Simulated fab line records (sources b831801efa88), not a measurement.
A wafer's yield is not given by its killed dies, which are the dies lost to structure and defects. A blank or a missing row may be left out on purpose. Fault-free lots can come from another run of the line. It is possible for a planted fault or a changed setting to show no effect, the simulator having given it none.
Chamber matching	flow gf180mcu	GF_STI_CMP_25 on cmp-02 has 4 sister chambers
The step polishes, stops on Si3N4, t overpolish 33 s, target thk 524.6 nm. 8 wafers are shown with their chamber, then 7 later ones without.

## WAFERS, EACH WITH ITS CHAMBER
wafer	chamber	motor-current-A (A)	time-to-endpoint-s (s)
L405.3	1	12.1	122
L405.6	1	12.4	128
L407.1	2	11.2	122
L408.2	0	11.4	122
L408.4	3	11.5	127
L408.6	3	11.9	129
L409.1	2	10.9	119
L409.3	0	11.6	127

## WAFERS WHOSE CHAMBER IS MISSING
wafer	motor-current-A (A)	time-to-endpoint-s (s)
L409.4	12.5	121
L412.3	12.4	125
L412.5	12.4	127
L412.6	11.1	117
L420.4	11.6	127
L420.5	11.5	121
L420.6	11.8	123

## CHAMBER TAKEN BY EACH
wafer	from the rows above	in truth
L409.4	1	1
L412.3	1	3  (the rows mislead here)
L412.5	1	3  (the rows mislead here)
L412.6	can't be placed: 2 or 0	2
L420.4	can't be placed: 3 or 0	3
L420.5	can't be placed: 0 or 2 or 3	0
L420.6	can't be placed: 0 or 3 or 1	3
1 of 7 placed correctly. Unplaceable from these rows: 4, with the true chamber sitting among the candidates in 4. Number placed wrongly: 2.
How it was worked out, from the rows above alone: a wafer's distance from a chamber is the root of the sum, over the readings, of the square of ((its reading less the chamber's mean) divided by the reading's scatter). The wafer belongs to the nearest chamber; if the next one is less than 2 further off, it can't be placed. For every chamber, the mean is computed from those of its wafers that are shown. The scatter: take each reading less its chamber's mean, square it, sum over the shown wafers, divide by the number of wafers less the number of chambers, and take the root.
